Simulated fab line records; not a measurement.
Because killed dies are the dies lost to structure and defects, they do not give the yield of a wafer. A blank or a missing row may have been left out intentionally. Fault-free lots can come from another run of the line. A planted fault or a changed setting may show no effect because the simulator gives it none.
Which of the tools did it? ; flow gf180mcu ; Sampling: 13 lots, 39 wafers, 6 of 602 route steps

WHAT EACH GAUGE READ, for each wafer
GF_LVPWELL_OVL_MEAS_07. Usual: LVPWELL_OVL gives -1.1 nm (standard deviation 1.5).
lot;measured;on;LVPWELL_OVL (nm);flag
L394;day 3 19:26;overlay-01;1.1 0.1 0.2;
L395;day 4 04:03;overlay-01;-4.7 -3.7 -4.6;
L396;day 4 09:09;overlay-01;-2.2 -2.1 -1.3;
L397;day 4 12:09;overlay-01;-1.4 -2.1 -0.7;
L398;day 4 16:56;overlay-02;-0.3 -0.5 -0.9;
L402;day 5 17:30;overlay-01;-1.0 -3.0 -0.6;
L403;day 6 00:23;overlay-02;-2.7 -4.2 -2.0;
L404;day 6 06:53;overlay-01;-2.5 -2.5 -1.4;
L408;day 7 04:00;overlay-02;-0.1 0.3 0.1;
L409;day 7 08:48;overlay-02;0.7 0.9 -1.1;
L410;day 7 14:06;overlay-02;-1.7 -2.3 -2.7;
L411;day 7 20:57;overlay-01;-0.5 -0.7 -1.7;
L414;day 8 13:06;overlay-01;-1.5 -0.7 -0.1;

GF_VT_IMPLANT_OVL_MEAS_18. Usual: VT_IMPLANT_01_OVL gives -0.9 nm (standard deviation 1.2).
lot;measured;on;VT_IMPLANT_01_OVL (nm);flag
L394;day 6 05:26;overlay-02;0.0 -0.2 -0.8;
L395;day 6 14:02;overlay-02;-0.9 -1.0 -0.9;
L396;day 6 20:32;overlay-02;0.2 -0.3 -1.1;
L397;day 7 00:39;overlay-01;-1.8 -2.2 -1.5;
L398;day 7 05:39;overlay-01;-0.8 -0.2 -1.5;
L402;day 8 08:36;overlay-01;-2.6 -1.6 -2.8;
L403;day 8 16:32;overlay-02;-0.8 1.8 0.1;
L404;day 8 23:09;overlay-02;-2.5 -2.8 -0.4;
L408;day 9 23:00;overlay-01;-2.7 -1.7 -2.2;
L409;day 10 05:17;overlay-01;- - -;OFF
L410;day 10 08:41;overlay-01;-1.3 -1.6 0.1;
L411;day 10 18:32;overlay-02;-1.3 -0.6 -0.8;
L414;day 11 10:38;overlay-01;-2.5 -2.1 -2.5;

GF_VT_IMPLANT_TW_MEAS_21. Usual: VT_IMPLANT_2_TW gives 1206 (standard deviation 12).
lot;measured;on;VT_IMPLANT_2_TW;flag
L394;day 6 05:44;film metro-04;1202 1200 1199;
L395;day 6 14:20;film metro-03;1200 1192 1205;
L396;day 6 20:49;film metro-01;1231 1221 1226;
L397;day 7 00:56;film metro-04;1193 1198 1194;
L398;day 7 05:56;film metro-04;1192 1193 1196;
L402;day 8 08:53;film metro-01;1221 1217 1224;
L403;day 8 16:49;film metro-03;1187 1194 1192;
L404;day 8 23:35;film metro-03;1192 1193 1196;
L408;day 9 23:17;film metro-03;1202 1207 1193;
L409;day 10 05:34;film metro-01;30 30 30 30 30 30;OFF
L410;day 10 08:58;film metro-01;1224 1219 1217;
L411;day 10 18:50;film metro-04;1198 1193 1195;
L414;day 11 10:56;film metro-03;1203 1197 1197;

GF_HV_LDD_OVL_MEAS_08. Usual: HV_LDD_OVL gives 1.0 nm (standard deviation 1.1).
lot;measured;on;HV_LDD_OVL (nm);flag
L394;day 9 23:34;overlay-01;3.0 2.3 1.2;
L395;day 10 08:34;overlay-02;1.8 2.9 3.2;
L396;day 10 14:46;overlay-01;1.9 0.0 0.5;
L397;day 10 21:31;overlay-01;-0.4 0.0 0.6;
L398;day 11 02:28;overlay-01;-0.1 0.7 -0.9;
L402;day 12 11:25;overlay-01;-2.1 -1.0 0.6;
L403;day 12 20:43;overlay-02;1.9 2.3 1.9;
L404;day 13 02:13;overlay-01;1.1 0.2 1.5;
L408;day 14 04:28;overlay-02;0.4 0.1 1.1;
L410;day 14 18:25;overlay-02;-0.7 -0.2 -0.7;
L411;day 15 05:52;overlay-01;1.1 1.1 2.5;
L414;day 16 01:34;overlay-01;0.2 -0.5 0.1;

GF_SAB_CD_MEAS_09: target cd 420 nm. Usual: 420.3 nm for cd nm, sd 2.4.
lot;measured;on;cd nm (nm);flag
L394;day 14 23:46;cd sem-02;421.8 423.2 423.4;
L395;day 15 11:26;cd sem-01;422.9 421.2 422.2;
L396;day 15 20:32;cd sem-01;422.4 420.9 421.5;
L397;day 16 03:10;cd sem-02;424.7 423.5 423.6;
L398;day 16 11:23;cd sem-02;423.2 423.0 425.0;
L402;day 18 01:47;cd sem-02;420.5 418.2 417.8;
L403;day 18 14:17;cd sem-02;422.6 420.3 422.5;
L404;day 18 20:04;cd sem-01;422.8 422.8 421.6;
L408;day 20 02:03;cd sem-01;420.8 419.5 418.3;
L410;day 20 18:35;cd sem-02;419.1 421.7 421.8;
L411;day 21 06:08;cd sem-02;422.5 421.2 421.6;
L414;day 22 03:41;cd sem-01;416.8 418.2 420.6;

EACH LOT AND THE TOOL THAT RAN IT (in order: tool; ch and the chambers of the sampled wafers; start)
lot;GF_VT_IMPLANT_EXPOSE_15
L394;iline stepper-02 ch 0, day 5 21:58
L395;iline stepper-02 ch 0, day 6 06:32
L396;iline stepper-02 ch 0, day 6 12:35
L397;iline stepper-02 ch 0, day 6 16:25
L398;iline stepper-02 ch 0, day 6 22:38
L402;iline stepper-02 ch 0, day 8 00:28
L403;iline stepper-01 ch 0, day 8 08:31
L404;iline stepper-02 ch 0, day 8 15:23
L408;iline stepper-02 ch 0, day 9 14:17
L409;iline stepper-02 ch 0, day 9 21:11
L410;iline stepper-02 ch 0, day 9 23:56
L411;iline stepper-02 ch 0, day 10 09:02
L414;iline stepper-01 ch 0, day 11 01:41
- GF_VT_IMPLANT_EXPOSE_15: exposes mask Nwell LV AREA, target cd 860 nm.

AS READ BY THE TOOLS THEMSELVES (means over the sampled wafers that have a number; for cases with no such wafer, the mark the record gives instead)
The record holds no such reading with a usual standard deviation.

THE ANSWER, worked out from the rows above alone
Rule: a lot is off if the mean of its wafers that have a number lies more than 3 standard deviations from the usual mean. Also off: a lot with no number at a reading for which 4 or more lots have one. All remaining lots with rows at the step are treated as sound. After the gauges, taken in route order, come the tools' own readings; for these a lot's mean is taken, as printed above. The first step at which some lot is off is used, and at that step the reading that is off furthest; a lot without a number counts as furthest.
Off: at GF_VT_IMPLANT_OVL_MEAS_18 (VT_IMPLANT_01_OVL), L409. Without a number there: L409.
If a tool, at a process step before that reading, ran all the lots that are off and no sound lot after the first of them, it fits. Not tried: the gauges at GF_VT_IMPLANT_OVL_MEAS_18; whatever is off there is also off at GF_VT_IMPLANT_TW_MEAS_21, on other tools, and gauge error can't account for it. None of those tried fits.

WHAT THE SIMULATOR HAD INSERTED
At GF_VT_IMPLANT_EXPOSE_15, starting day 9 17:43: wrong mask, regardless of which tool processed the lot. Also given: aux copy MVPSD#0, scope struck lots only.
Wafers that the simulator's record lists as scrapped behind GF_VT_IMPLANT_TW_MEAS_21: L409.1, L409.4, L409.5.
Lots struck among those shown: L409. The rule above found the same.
